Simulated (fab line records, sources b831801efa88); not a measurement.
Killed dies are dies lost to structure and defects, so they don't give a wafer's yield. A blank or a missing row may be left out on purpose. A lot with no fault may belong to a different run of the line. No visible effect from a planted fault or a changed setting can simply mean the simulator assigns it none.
A struck lot beside a sound one | flow gf180mcu | 15 out of 602 route steps
Sound: wafers L692.1, L692.5, L692.6. The struck wafers were L686.2, L686.3, L686.6. The cause is named last.
Order at every step that has rows: each side's tool, ch and its chambers, its first start. Under that, the readings that differ: sound wafers | struck wafers | difference of the means | sigmas: that difference in standard deviations of wafers without a fault.
alike: readings with means less than 2 such deviations apart, plus words and numbers identical on both sides. not compared: withheld readings, readings lacking a value on some wafer, bounds such as >300 that could conceal the same value, and numbers that have no deviation in the record and whose values overlap.
A row with sigmas, a row that says differs or no value, or rows on one side alone: a step with any of these is where the two part. Non-overlapping numbers with no deviation appear without sigmas and do not part them. Lack of a reading on every wafer of one side parts them only where that side has two or more wafers.

GF_PSD_RS_MEAS_15: uses a four-point probe to measure.
  sound: filmMetro-01 at day 20 07:14; struck: filmMetro-02 at day 18 07:15
  alike: PSD_RS
GF_SAB_CVD_00: deposits SiO2 from TEOS, target thk 50 nm, time 4.9302 s.
  sound on pecvd-03 ch 0,1, day 20 07:21; struck on pecvd-03 ch 0,1, day 18 07:21
  alike: heaterPowerW
GF_SAB_THK_MEAS_01:
  sound: filmMetro-03 at day 20 07:22; struck: filmMetro-04 at day 18 07:23
  alike: SAB_CVD_00_THK
then, 7 steps without rows for these wafers: GF_SAB_DEHYDRATE_02 (time 60 s); GF_SAB_HMDS_03 (prime time 60 s); GF_SAB_COAT_04 (resist thk 1000 nm); GF_SAB_SOFTBAKE_05 (time 60 s); GF_SAB_EXPOSE_06 (exposes mask SAB, target cd 420 nm); GF_SAB_PEB_07; GF_SAB_DEVELOP_08 (develop time 57.28 s).
GF_SAB_CD_MEAS_09: the cd target is 420 nm.
  sound: cdSem-02 at day 21 07:13; struck: cdSem-02 at day 19 07:06
  alike: cdNm
GF_SAB_OVL_MEAS_10:
  sound: overlay-02 at day 21 07:20; struck: overlay-02 at day 19 07:13
  alike: SAB_OVL
GF_SAB_ETCH_11: etches SiO2 in C4F8/O2/Ar, target depth 55 nm, time 8.5 s.
  sound on rieDiel-03 ch 0,1,2, day 21 07:23; struck on rieDiel-04 ch 1,2,3, day 19 07:14
reading                       | sound             | struck            | difference | sigmas
model.etch.depthNm (nm)       | 55.11 54.47 54.77 | 60.59 60.72 60.96 | +5.97      | 
model.SAB.featureDepthNm (nm) | 55.11 54.47 54.77 | 60.59 60.72 60.96 | +5.97      | 
  alike: oesProductAu
  not compared: rfHoursCounterH
then, 1 step without rows for these wafers: GF_SAB_WET_ETCH_12 (etches SiO2 in dHF, target depth 22 nm, time 440 s).
-- the record jumps here: 13 days lie between the struck wafers' starts before and after (it left off in module SAB and takes up again in module PASSIVATION, whose first step shown is number 602 of the route) --
GF_PASSIVATION_PROBE_99:
  only the struck wafers here have rows in the record (prober-02, day 32 09:32); the sound ones have none

WHERE THEY PART
At GF_PASSIVATION_PROBE_99 and nowhere else, as far as this record goes.

WHY: what the simulator had put in
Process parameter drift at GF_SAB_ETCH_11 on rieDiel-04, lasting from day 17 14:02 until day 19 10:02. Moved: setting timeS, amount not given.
